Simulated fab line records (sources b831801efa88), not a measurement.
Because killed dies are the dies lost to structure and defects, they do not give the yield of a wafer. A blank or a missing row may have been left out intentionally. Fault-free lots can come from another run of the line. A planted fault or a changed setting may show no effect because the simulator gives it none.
A struck lot beside a sound one -- flow gf180mcu -- 14 steps out of a route of 602
Sound: the wafers L444.2, L444.4, L444.5. Struck: wafers L439.1, L439.2, L439.6. Last of all comes the cause.
Each step with rows lists, per side, the tool, then ch with its chambers, then its first start. Under that, the readings that differ: sound wafers -- struck wafers -- difference of the means -- sigmas: that difference in standard deviations of wafers without a fault.
alike: readings with means less than 2 such deviations apart, plus words and numbers identical on both sides. not compared: withheld readings, readings lacking a value on some wafer, bounds such as >300 that could conceal the same value, and numbers that have no deviation in the record and whose values overlap.
A row with sigmas, a row that says differs or no value, or rows on one side alone: a step with any of these is where the two part. Non-overlapping numbers with no deviation appear without sigmas and do not part them. Lack of a reading on every wafer of one side parts them only where that side has two or more wafers.

first, 1 step without rows for these wafers: GF_V3_CMP_26 (polishes, stops on SiO2, t overpolish 15 s, target thk 0 nm).
GF_M4_SPUTTER_00: material Ti, target thk 37.5 nm, time 150 s.
  struck on pvdSputter-01, day 27 12:29; sound on pvdSputter-01, day 28 20:17
  alike: throttleValvePct
GF_M4_SPUTTER_01: material TiN, target thk 30 nm, time 25 s.
  struck on pvdSputter-01, day 27 12:35; sound on pvdSputter-01, day 28 20:23
  alike: throttleValvePct
GF_M4_SPUTTER_02: material AlCu, target thk 450 nm, time 23.9 s.
  struck on pvdSputter-01, day 27 12:37; sound on pvdSputter-01, day 28 20:26
  alike: throttleValvePct
GF_M4_SPUTTER_03: material Ti, target thk 10 nm, time 6.7 s.
  struck on pvdSputter-01, day 27 12:39; sound on pvdSputter-01, day 28 20:28
  alike: throttleValvePct
GF_M4_SPUTTER_04: material TiN, target thk 50 nm, time 41.7 s.
  struck on pvdSputter-01, day 27 12:40; sound on pvdSputter-01, day 28 20:29
  alike: throttleValvePct
GF_M4_RS_MEAS_05: uses a four-point probe to measure.
  struck on filmMetro-03, day 27 12:43; sound on filmMetro-04, day 28 20:32
  alike: M4_ALCU_RS
GF_M4_THK_MEAS_06: measures by xrf.
  struck on filmMetro-03, day 27 12:50; sound on filmMetro-04, day 28 20:39
  alike: M4_ALCU_THK
then, 4 steps without rows for these wafers: GF_M4_DEHYDRATE_07 (time 60 s); GF_M4_HMDS_08 (prime time 60 s); GF_M4_COAT_09 (resist thk 1000 nm); GF_M4_SOFTBAKE_10 (time 60 s).
GF_M4_EXPOSE_11: exposes mask Metal4, target cd 280 nm.
  sound on krfScanner-02 ch 0, day 29 06:28; struck on krfScanner-01, day 27 23:08
  no value came back on the struck wafers for exposureDoseMJCm2, focusOffsetNm (nm), na; on the sound wafers exposureDoseMJCm2 reads 28.042 27.987 27.992
  alike: mask
then, 1 step without rows for these wafers: GF_M4_PEB_12 (peb time 90 s).

WHERE THEY PART
Within this record, at GF_M4_EXPOSE_11 only.

WHY: the cause the simulator had injected
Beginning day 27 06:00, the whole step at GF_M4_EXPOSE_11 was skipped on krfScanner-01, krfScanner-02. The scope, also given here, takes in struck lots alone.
